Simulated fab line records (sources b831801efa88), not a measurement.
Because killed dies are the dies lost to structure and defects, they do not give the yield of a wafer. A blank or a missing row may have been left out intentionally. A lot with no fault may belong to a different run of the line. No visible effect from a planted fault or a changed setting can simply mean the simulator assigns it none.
fab line records    flow sky130
record lots=5  wafers=15  lastDay=49
route steps=708 shown RES_XHIGH@332 SD_N@342 PAD_OPEN@708
lots that met no fault: from a run of the same line without faults
startH: start of the lot's first displayed wafer, in hours after the record's first day    waitH: time in hours since the lot's previous step    " same as the row above    L1.1+2: a single row standing in for several wafers    - no value, or no start given    * or withheld: withheld    < > ~ a bound
route shown NAME@n: names a module that has steps shown in the file, with the first one's number in the route    usual: mean/standard deviation taken from wafers without a fault    same: alike in all rows    chamber/n: place in a boat    sites: each site's reading    _std_site: how widely they spread, as a standard deviation    _edge_site: inner sites' mean taken away from outer sites' mean    radiusMm: for every site, how far away it sits from the centre of the wafer    mask NAME#n: copy n    behind: tool/chamber where the wafer was last shaped    hold: reason for holding the lot/hours on hold/outcome of the hold    device: names the non-switching transistor (n, p or np)    end of line: tests run on the same wafers once the route is complete    a step with no rows: only its recipe    killed: not the wafer's yield, but the dies lost to structure and defects at the first sort    map: shows each die of a wafer: x if killed, . if not, _ if none is there
set.NAME: the setting as run; set.NAME@STEP: as run at that earlier step    model.NAME: the simulator's own value behind a step, which no gauge read
lots seen at some steps along the route; tables by step, rows by wafer
services: a tool's chamber out of use, with start hour (startH, from the record's first day; less than 0 if before it), hours out, and reason
## steps
# step SKY_RES_XHIGH_DEHYDRATE_00
# recipe tempC=200  timeS=60
# step SKY_RES_XHIGH_HMDS_01
# recipe primeTimeS=60  primeTempC=120
# step SKY_RES_XHIGH_COAT_02
# recipe resist=NOVOLAK  spinRpm=3000  resistThkNm=1140
# step SKY_RES_XHIGH_SOFTBAKE_03
# recipe tempC=90  timeS=60  resist=NOVOLAK
# step SKY_RES_XHIGH_EXPOSE_04
# recipe maskId=URPM  na=0.6  sourceShape=conventional  sigmaOuter=0.6  polarization=unpolarized  targetCdNm=1270  doseMj=140
# step SKY_RES_XHIGH_PEB_05
# recipe tempC=withheld  timeS=*  resist=NOVOLAK
# step SKY_RES_XHIGH_DEVELOP_06
# recipe resist=NOVOLAK  developer=TMAH  developTimeS=60  devTempC=23
# step SKY_RES_XHIGH_IMPLANT_07
# recipe species=BF2  energyKev=20  doseCm2=3.6e+14  tiltDeg=0
# step SKY_RES_XHIGH_STRIP_08
# recipe chemistry=O2/N2  powerW=1400  pressureMtorr=1500  platenTempC=withheld  o2FlowSccm=3000  n2FlowSccm=300  overashFraction=0.5
# usual drypumpMotorCurrentA=5.70/0.27  oesProductAu=0.711/0.0044  stripTimeToEndpointS=14.28/0.039
lot.wafer  tool            chamber  startH  waitH  drypumpMotorCurrentA  oesProductAu  rfHoursCounterH  stripTimeToEndpointS
L241.1     plasmaAsher-04  1        687.51  0.1    6.35                  0.715         87               14.23
L241.5     "               0        "       "      5.76                  0.711         -                14.24
L241.6     "               1        "       "      6.33                  0.706         -                14.25
L244.1     plasmaAsher-03  0        725.45  0.1    5.73                  0.711         54               14.24
L244.4     "               0        "       "      5.68                  0.705         -                14.24
L244.6     "               0        "       "      5.69                  0.710         -                14.26
L245.2     plasmaAsher-01  1        728.91  0.1    5.44                  0.712         32               14.29
L245.4     "               1        "       "      5.43                  0.719         -                14.27
L245.5     "               0        "       "      5.47                  0.714         -                14.28
L252.1     plasmaAsher-01  1        760.40  0.1    5.44                  0.714         35               14.31
L252.2     "               0        "       "      5.48                  0.716         35               14.28
L252.4     "               1        "       "      5.44                  0.710         -                14.31
L254.1     plasmaAsher-04  0        777.95  0.1    5.74                  0.713         96               14.25
L254.2     "               1        "       "      6.33                  0.705         96               14.24
L254.5     "               1        "       "      6.37                  0.704         -                14.26
# step SKY_RES_XHIGH_TW_MEAS_09
# usual RES_XHIGH_TW=1644/14
lot.wafer  tool          chamber  startH  waitH  RES_XHIGH_TW
L241.1     filmMetro-01  -        687.61  0.1    1667
L241.5     "             -        "       "      1664
L241.6     "             -        "       "      1671
L244.1     filmMetro-01  -        725.55  0.1    1679
L244.4     "             -        "       "      1666
L244.6     "             -        "       "      1669
L245.2     filmMetro-03  -        729.02  0.1    1631
L245.4     "             -        "       "      1628
L245.5     "             -        "       "      1631
L252.1     filmMetro-02  -        760.50  0.1    1635
L252.2     "             -        "       "      1636
L252.4     "             -        "       "      1637
L254.1     filmMetro-01  -        778.05  0.1    1650
L254.2     "             -        "       "      1668
L254.5     "             -        "       "      1648
# step SKY_SD_N_DEHYDRATE_00
# recipe tempC=200  timeS=60
# step SKY_SD_N_HMDS_01
# recipe primeTimeS=60  primeTempC=120
# step SKY_SD_N_COAT_02
# recipe resist=NOVOLAK  spinRpm=3000  resistThkNm=1140
lot.wafer  tool           chamber  startH  waitH  model.NOVOLAK_of_SD_N_COAT_02.thkNm
L241.1     lithoTrack-03  0        701.33  0.1    1137
L241.5     "              0        "       "      1138
L241.6     "              0        "       "      1140
L244.1     lithoTrack-04  0        739.13  0.1    1138
L244.4     "              0        "       "      1144
L244.6     "              0        "       "      1140
L245.2     lithoTrack-01  0        742.23  0.1    1139
L245.4     "              0        "       "      1140
L245.5     "              0        "       "      1138
L252.1     lithoTrack-03  0        773.33  0.1    1142
L252.2     "              0        "       "      1144
L252.4     "              0        "       "      975
L254.1+5   lithoTrack-04  0        791.38  0.1    1139
L254.2     "              0        "       "      1137
# step SKY_SD_N_SOFTBAKE_03
# recipe tempC=90  timeS=60  resist=NOVOLAK
# step SKY_SD_N_EXPOSE_04
# recipe maskId=NSDM  na=0.6  sourceShape=conventional  sigmaOuter=0.6  polarization=unpolarized  targetCdNm=380  doseMj=141
# step SKY_SD_N_PEB_05
# recipe tempC=withheld  timeS=*  resist=NOVOLAK
# step SKY_SD_N_DEVELOP_06
# recipe resist=NOVOLAK  developer=TMAH  developTimeS=60  devTempC=23
lot.wafer  tool           chamber  startH  waitH  model.NOVOLAK_of_SD_N_COAT_02.thkNm
L241.1+5   lithoTrack-03  0        715.18  0.1    1137
L241.6     "              0        "       "      1139
L244.1     lithoTrack-03  0        752.58  0.1    1138
L244.4     "              0        "       "      1143
L244.6     "              0        "       "      1140
L245.2     lithoTrack-04  0        755.30  0.1    1138
L245.4     "              0        "       "      1139
L245.5     "              0        "       "      1137
L252.1     lithoTrack-01  0        787.21  0.1    1142
L252.2     "              0        "       "      1144
L252.4     "              0        "       "      974.5
L254.1     lithoTrack-03  0        804.58  0.1    1139
L254.2     "              0        "       "      1137
L254.5     "              0        "       "      1138
# step SKY_SD_N_CD_MEAS_07
# recipe targetCdNm=380
# usual cdNm=380.0/2.6
lot.wafer  tool      chamber  startH  waitH  cdNm
L241.1     cdSem-01  -        715.33  0.1    383.5
L241.5     "         -        "       "      382.4
L241.6     "         -        "       "      381.4
L244.1     cdSem-01  -        752.73  0.1    378.3
L244.4     "         -        "       "      378.5
L244.6     "         -        "       "      378.1
L245.2     cdSem-02  -        755.45  0.1    382.5
L245.4     "         -        "       "      381.4
L245.5     "         -        "       "      381.9
L252.1     cdSem-02  -        787.36  0.1    380.2
L252.2     "         -        "       "      379.8
L252.4     "         -        "       "      398.7
L254.1     cdSem-01  -        804.73  0.1    380.0
L254.2     "         -        "       "      377.1
L254.5     "         -        "       "      380.0
# step SKY_SD_N_OVL_MEAS_08
# usual SD_N_OVL=-0.7/1.2
lot.wafer  tool        chamber  startH  waitH  SD_N_OVL[nm]
L241.1     overlay-01  -        715.45  0.1    -1.1
L241.5     "           -        "       "      -1.8
L241.6     "           -        "       "      -1.7
L244.1     overlay-02  -        752.85  0.1    -1.5
L244.4     "           -        "       "      -0.6
L244.6     "           -        "       "      -2.0
L245.2     overlay-02  -        755.55  0.1    0.3
L245.4     "           -        "       "      1.4
L245.5     "           -        "       "      1.8
L252.1     overlay-02  -        787.48  0.1    1.6
L252.2     "           -        "       "      1.6
L252.4     "           -        "       "      1.7
L254.1     overlay-01  -        804.85  0.1    -1.9
L254.2     "           -        "       "      -0.3
L254.5     "           -        "       "      -1.5
# step SKY_SD_N_IMPLANT_09
# recipe species=As  energyKev=50  doseCm2=4e+15  tiltDeg=0
# step SKY_SD_N_IMPLANT_10
# recipe species=P  energyKev=20  doseCm2=1e+14  tiltDeg=0
# step SKY_SD_N_STRIP_11
# recipe chemistry=O2/N2  powerW=1400  pressureMtorr=1500  platenTempC=withheld  o2FlowSccm=3000  n2FlowSccm=300  overashFraction=0.5
# usual drypumpMotorCurrentA=5.69/0.18  oesProductAu=0.527/0.0048  stripTimeToEndpointS=22.55/0.04
lot.wafer  tool            chamber  startH  waitH  drypumpMotorCurrentA  oesProductAu  rfHoursCounterH  stripTimeToEndpointS
L241.1     plasmaAsher-02  1        715.78  0.1    5.83                  0.525         104              22.52
L241.5     "               1        "       "      5.87                  0.520         -                22.53
L241.6     "               0        "       "      5.82                  0.529         -                22.53
L244.1     plasmaAsher-03  1        753.18  0.1    5.85                  0.533         57               22.52
L244.4     "               0        "       "      5.72                  0.527         -                22.58
L244.6     "               0        "       "      5.70                  0.535         -                22.55
L245.2     plasmaAsher-03  0        755.88  0.1    5.74                  0.523         57               22.54
L245.4     "               1        "       "      5.85                  0.525         -                22.55
L245.5     "               0        "       "      5.70                  0.528         -                22.53
L252.1     plasmaAsher-02  0        787.82  0.1    5.83                  0.529         4                22.54
L252.2     "               1        "       "      5.86                  0.521         4                22.59
L252.4     "               1        "       "      5.86                  0.514         -                20.68
L254.1     plasmaAsher-01  1        805.18  0.1    5.43                  0.528         40               22.55
L254.2     "               0        "       "      5.49                  0.520         40               22.52
L254.5     "               1        "       "      5.44                  0.527         -                22.53
# step SKY_SD_N_TW_MEAS_12
# usual SD_N_TW=3987/34
lot.wafer  tool          chamber  startH  waitH  SD_N_TW
L241.1     filmMetro-03  -        715.88  0.1    3975
L241.5     "             -        "       "      3986
L241.6     "             -        "       "      3973
L244.1     filmMetro-03  -        753.28  0.1    3957
L244.4     "             -        "       "      3959
L244.6     "             -        "       "      3970
L245.2     filmMetro-01  -        755.99  0.1    4039
L245.4     "             -        "       "      4030
L245.5     "             -        "       "      4048
L252.1     filmMetro-02  -        787.92  0.1    3977
L252.2     "             -        "       "      4010
L252.4     "             -        "       "      4007
L254.1     filmMetro-03  -        805.28  0.1    3947
L254.2     "             -        "       "      3930
L254.5     "             -        "       "      3944
# step SKY_PAD_OPEN_PROBE_99
# usual killed_at_M0_to_M3=43/6.8  killed_at_M4_up=3.0/1.6  killedAtContacts=25/6  killedAtFrontEnd=15/4.4  killedAtOther=0.3/0.52  killedDies=86/9.6  killedOpen=47/6.7  killedShort=39/6.8
# same grossDies=492  killedAtBackSide=0
lot.wafer  tool       chamber  startH   waitH  killed_at_M0_to_M3  killed_at_M4_up  killedAtContacts  killedAtFrontEnd  killedAtOther  killedDies  killedOpen  killedShort
L241.1     prober-01  -        1127.74  0.1    47                  2                32                20                0              101         55          45
L241.5     prober-01  -        1127.94  0.2    44                  5                24                17                1              91          51          39
L241.6     prober-01  -        1127.99  0.2    41                  1                29                12                1              84          49          32
L244.1     prober-02  -        1154.35  0.1    54                  3                12                13                0              82          43          39
L244.4     prober-02  -        1154.50  0.2    51                  5                23                12                0              91          55          36
L244.6     prober-02  -        1154.60  0.2    36                  5                27                10                1              79          44          35
L245.2     prober-02  -        1155.90  0.1    34                  2                33                12                0              81          41          40
L245.4     prober-02  -        1156.00  0.2    46                  8                16                10                0              80          41          39
# killed by level:class
L241.1 LI_CONTACT:geometricParticle:open=12 VIA1:geometricParticle:open=11 VIA2:geometricParticle:open=9 LOCAL_INTERCONNECT:geometricParticle:short=8 METAL2:geometricParticle:short=7 VIA3:geometricParticle:open=7 FIELD_ISO:geometricParticle:short=6 POLY_GATE:geometricParticle:short=5
L241.5 CONTACT:geometricParticle:open=11 VIA1:geometricParticle:open=10 METAL2:geometricParticle:short=7 VIA2:geometricParticle:open=7 FIELD_ISO:geometricParticle:open=6 CONTACT:geometricParticle:short=6 FIELD_ISO:geometricParticle:short=3 POLY_GATE:geometricParticle:open=3
L241.6 CONTACT:geometricParticle:open=11 FIELD_ISO:geometricParticle:open=6 LI_CONTACT:geometricParticle:open=6 VIA1:geometricParticle:open=6 VIA2:geometricParticle:open=6 VIA3:geometricParticle:open=6 METAL1:geometricParticle:short=5 VIA1:geometricParticle:short=5
L244.1 VIA1:geometricParticle:open=10 VIA1:geometricParticle:short=7 VIA2:geometricParticle:open=7 METAL2:geometricParticle:short=6 VIA3:geometricParticle:open=6 FIELD_ISO:geometricParticle:short=5 CONTACT:geometricParticle:open=5 VIA2:geometricParticle:short=5
L244.4 VIA1:geometricParticle:open=13 CONTACT:geometricParticle:open=12 VIA2:geometricParticle:open=7 VIA3:geometricParticle:open=7 METAL2:geometricParticle:short=6 FIELD_ISO:geometricParticle:open=5 VIA1:geometricParticle:short=5 LI_CONTACT:geometricParticle:short=4
L244.6 CONTACT:geometricParticle:open=11 LI_CONTACT:geometricParticle:open=7 VIA1:geometricParticle:short=7 VIA3:geometricParticle:open=6 CONTACT:geometricParticle:short=5 VIA2:geometricParticle:open=5 FIELD_ISO:geometricParticle:open=3 POLY_GATE:geometricParticle:short=3
L245.2 CONTACT:geometricParticle:open=11 VIA1:geometricParticle:open=9 LOCAL_INTERCONNECT:geometricParticle:short=7 LI_CONTACT:geometricParticle:short=6 VIA2:geometricParticle:open=6 METAL2:geometricParticle:short=5 POLY_GATE:geometricParticle:short=4 LI_CONTACT:geometricParticle:open=4
L245.4 VIA2:geometricParticle:open=9 CONTACT:geometricParticle:open=7 METAL4:geometricParticle:short=7 VIA1:geometricParticle:open=7 VIA3:geometricParticle:open=7 METAL1:geometricParticle:short=6 METAL2:geometricParticle:short=5 CONTACT:geometricParticle:short=4
## services
tool            chamber  startH  hours  kind
plasmaAsher-02  -        733.77  9.0    pm
plasmaAsher-02  0        733.77  9.0    ventCycle
plasmaAsher-02  1        733.77  9.0    ventCycle
plasmaAsher-02  0        742.77  -      clean
plasmaAsher-02  1        742.77  -      clean
## key
firstSign step=SKY_SD_N_CD_MEAS_07  reading=cdNm  direction=up  sigmas=7.2  usual=380.0  struck=398.7
effect step=SKY_SD_N_STRIP_11  reading=stripTimeToEndpointS  direction=down  sigmas=47  usual=*  struck=*
modelEffect step=SKY_SD_N_COAT_02  value=NOVOLAK_of_SD_N_COAT_02.thkNm  without=1140  struck=975
modelEffect step=SKY_SD_N_DEVELOP_06  value=NOVOLAK_of_SD_N_COAT_02.thkNm  without=1139  struck=974.5
metAt SKY_SD_N_COAT_02
struckWafers L252.4
testerLeftOut L252
onsetBetween 701.33 773.33
fault kind=processParameterDrift  tool=lithoTrack-03  chamber=-  onsetH=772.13  steps=SKY_SD_N_COAT_02  channel=resistThkNm  offset=-164.96  shape=step  endH=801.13  scope=struckWafersOnly  actsIn=theseRecipesOnly  stated=1140
# testerLeftOut: of these lots the tester's yield and bins aren't shown, on N5 and GAA mostly nor the transistor test; their killed dies are dies lost to structure and defects alone, not to doping, threshold or leakage, so they don't give the yield
